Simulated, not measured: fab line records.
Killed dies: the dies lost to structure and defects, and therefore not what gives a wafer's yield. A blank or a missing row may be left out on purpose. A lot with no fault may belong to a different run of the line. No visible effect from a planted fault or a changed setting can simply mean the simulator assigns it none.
Which tool was responsible? ; flow gf180mcu ; Sampling: 12 lots, 36 wafers, 5 of 602 route steps

== WHAT EACH GAUGE READ, for each wafer ==
GF_V1_THK_MEAS_03.
lot;measured;on;V1_CVD_02_THK (nm)
L150;day 17 11:52;filmMetro-02;827 831 833
L151;day 18 01:05;filmMetro-02;829 827 846
L152;day 18 05:05;filmMetro-01;842 863 859
L153;day 18 17:35;filmMetro-04;818 846 852
L155;day 19 09:20;filmMetro-02;834 850 841
L159;day 21 08:52;filmMetro-02;811 826 830
L163;day 22 15:30;filmMetro-01;840 827 831
L165;day 23 01:37;filmMetro-04;840 828 839
L164;day 23 03:41;filmMetro-02;829 832 855
L168;day 23 23:36;filmMetro-01;842 849 869
L170;day 24 16:41;filmMetro-01;831 846 850
L172;day 25 07:47;filmMetro-02;843 837 856

GF_V1_BOW_MEAS_05.
lot;measured;on;V1_BOW (um)
L150;day 17 12:14;filmMetro-01;84 87 82
L151;day 18 01:26;filmMetro-04;73 69 65
L152;day 18 05:28;filmMetro-02;81 67 70
L153;day 18 17:56;filmMetro-04;87 77 73
L155;day 19 09:42;filmMetro-04;81 77 69
L159;day 21 09:14;filmMetro-04;83 74 81
L163;day 22 15:52;filmMetro-04;85 98 88
L165;day 23 01:59;filmMetro-02;92 84 93
L164;day 23 04:04;filmMetro-04;88 107 80
L168;day 23 23:58;filmMetro-04;74 80 72
L170;day 24 17:02;filmMetro-01;83 82 86
L172;day 25 08:08;filmMetro-02;90 85 98

GF_V1_CD_MEAS_14 targets a cd of 260 nm.
lot;measured;on;cdNm (nm)
L150;day 18 11:46;cdSem-01;261.9 261.4 262.8
L151;day 19 01:34;cdSem-02;260.8 261.8 259.9
L152;day 19 05:26;cdSem-01;248.5 248.8 248.8
L153;day 19 18:52;cdSem-01;251.6 252.3 251.0
L155;day 20 10:01;cdSem-02;261.6 260.7 262.0
L159;day 22 08:02;cdSem-02;262.1 261.0 261.2
L163;day 23 14:13;cdSem-01;259.5 258.8 260.0
L165;day 24 00:07;cdSem-01;259.8 260.6 261.8
L164;day 24 02:08;cdSem-01;260.8 260.8 260.1
L168;day 24 21:59;cdSem-02;261.2 260.1 261.8
L170;day 25 14:07;cdSem-02;260.0 259.9 260.1
L172;day 26 05:52;cdSem-01;259.6 259.6 260.8

== WHAT TOOL EACH LOT RAN ON (gives the tool, then ch and the chambers of the sampled wafers, and finally the start) ==
lot;GF_M1_METAL_ETCH_16;GF_V1_EXPOSE_11
L150;rieMetal-02 ch 0,1, day 17 10:58;krfScanner-01 ch 0, day 18 00:55
L151;rieMetal-02 ch 0,1, day 18 00:13;krfScanner-01 ch 0, day 18 13:10
L152;rieMetal-01 ch 0,1, day 18 04:13;krfScanner-01 ch 0, day 18 17:08
L153;rieMetal-01 ch 0,1, day 18 16:43;krfScanner-01 ch 0, day 19 06:55
L155;rieMetal-01 ch 0,1, day 19 08:25;krfScanner-02 ch 0, day 19 22:10
L159;rieMetal-01 ch 0,1, day 21 07:58;krfScanner-02 ch 0, day 21 20:26
L163;rieMetal-04 ch 0,1, day 22 14:31;krfScanner-02 ch 0, day 23 02:58
L165;rieMetal-01 ch 0, day 23 00:37;krfScanner-02 ch 0, day 23 13:52
L164;rieMetal-04 ch 0, day 23 02:47;krfScanner-02 ch 0, day 23 15:41
L168;rieMetal-04 ch 0,1, day 23 22:43;krfScanner-02 ch 0, day 24 11:34
L170;rieMetal-01 ch 0,1, day 24 15:46;krfScanner-02 ch 0, day 25 03:55
L172;rieMetal-02 ch 0,1, day 25 06:52;krfScanner-02 ch 0, day 25 18:59
- GF_M1_METAL_ETCH_16: etches the open film in Cl2/BCl3, stops on SiO2, target depth 750.8 nm, time 125.1 s.
- GF_V1_EXPOSE_11: exposes mask Via1, target cd 260 nm.

== AS READ BY THE TOOLS THEMSELVES (means over the sampled wafers that have a number; for cases with no such wafer, the mark the record gives instead) ==
GF_M1_METAL_ETCH_16.
lot;tool;bcl3FlowSccm (sccm);drypumpMotorCurrentA (A);oesProductAu (a.u.);throttleValvePct (%)
L150;rieMetal-02;39.95;5.3;0.986;28.221
L151;rieMetal-02;39.97;5.3;0.989;28.237
L152;rieMetal-01;39.92;5.9;0.989;28.221
L153;rieMetal-01;40.10;5.9;0.992;28.230
L155;rieMetal-01;39.98;5.9;0.995;28.232
L159;rieMetal-01;39.93;6.0;0.992;28.225
L163;rieMetal-04;39.84;6.4;0.993;28.221
L165;rieMetal-01;39.79;5.8;0.987;28.235
L164;rieMetal-04;39.93;6.4;0.994;28.233
L168;rieMetal-04;39.92;6.4;0.992;28.235
L170;rieMetal-01;39.93;6.0;0.986;28.238
L172;rieMetal-02;40.01;5.5;0.999;28.225

GF_V1_EXPOSE_11.
lot;tool;exposureDoseMJCm2;stageVelMmS (mm/s)
L150;krfScanner-01;37.93;500.02
L151;krfScanner-01;38.00;500.13
L152;krfScanner-01;35.16;500.04
L153;krfScanner-01;35.70;500.18
L155;krfScanner-02;37.95;500.23
L159;krfScanner-02;37.92;499.99
L163;krfScanner-02;37.93;500.04
L165;krfScanner-02;37.87;500.15
L164;krfScanner-02;37.95;499.44
L168;krfScanner-02;37.95;499.96
L170;krfScanner-02;37.95;499.85
L172;krfScanner-02;37.97;500.11

== THE ANSWER, worked out from the rows above alone ==
Rule: what is usual is taken from the lots themselves. The widest of any qualifying gaps counts: lots, ordered by their means at a reading, are off when they make up no more than a third of the lots, leave a main group of 4 or more, and stand apart from it by 3 or more times the standard deviation of that group's means. A main group whose means are all the same, to the digits that the tables above print for the reading, isn't used. Also off: a lot with no number at a reading for which 4 or more lots have one. All remaining lots with rows at the step are treated as sound. The gauges are gone through in route order, then the tools' own readings, and for those a lot's mean is taken as printed above. At the first step where some lot is off, the reading lying furthest off is the one used; lots without a number count as furthest.
Off, at GF_V1_CD_MEAS_14 on cdNm: L152, L153. The main group: mean 260.8 nm, standard deviation 0.75.
A tool fits if, at a process step before that reading, it ran every lot that is off, and no sound lot after the first of them. Not tried: the gauges at GF_V1_CD_MEAS_14; whatever is off there is also off at GF_V1_EXPOSE_11, on other tools, and gauge error can't account for it. One fits: krfScanner-01 at GF_V1_EXPOSE_11. Its last sound lot is L151 (day 18 13:10), its first lot that is off L152 (day 18 17:08): a fault that began between those two fits.
The tool's own readings at GF_V1_EXPOSE_11 bear it out: on the lots that are off they differ by more than 5 times the standard deviation of the sound lots' means. exposureDoseMJCm2 reads 35.43 there against 37.94 on the sound lots.

== WHAT THE SIMULATOR HAD INSERTED ==
Process parameter drift: krfScanner-01, from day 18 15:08 on, at GF_V1_EXPOSE_11. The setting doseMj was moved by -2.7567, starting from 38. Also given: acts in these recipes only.
Struck lots among those shown: L152, L153. The same result came from the rule above.
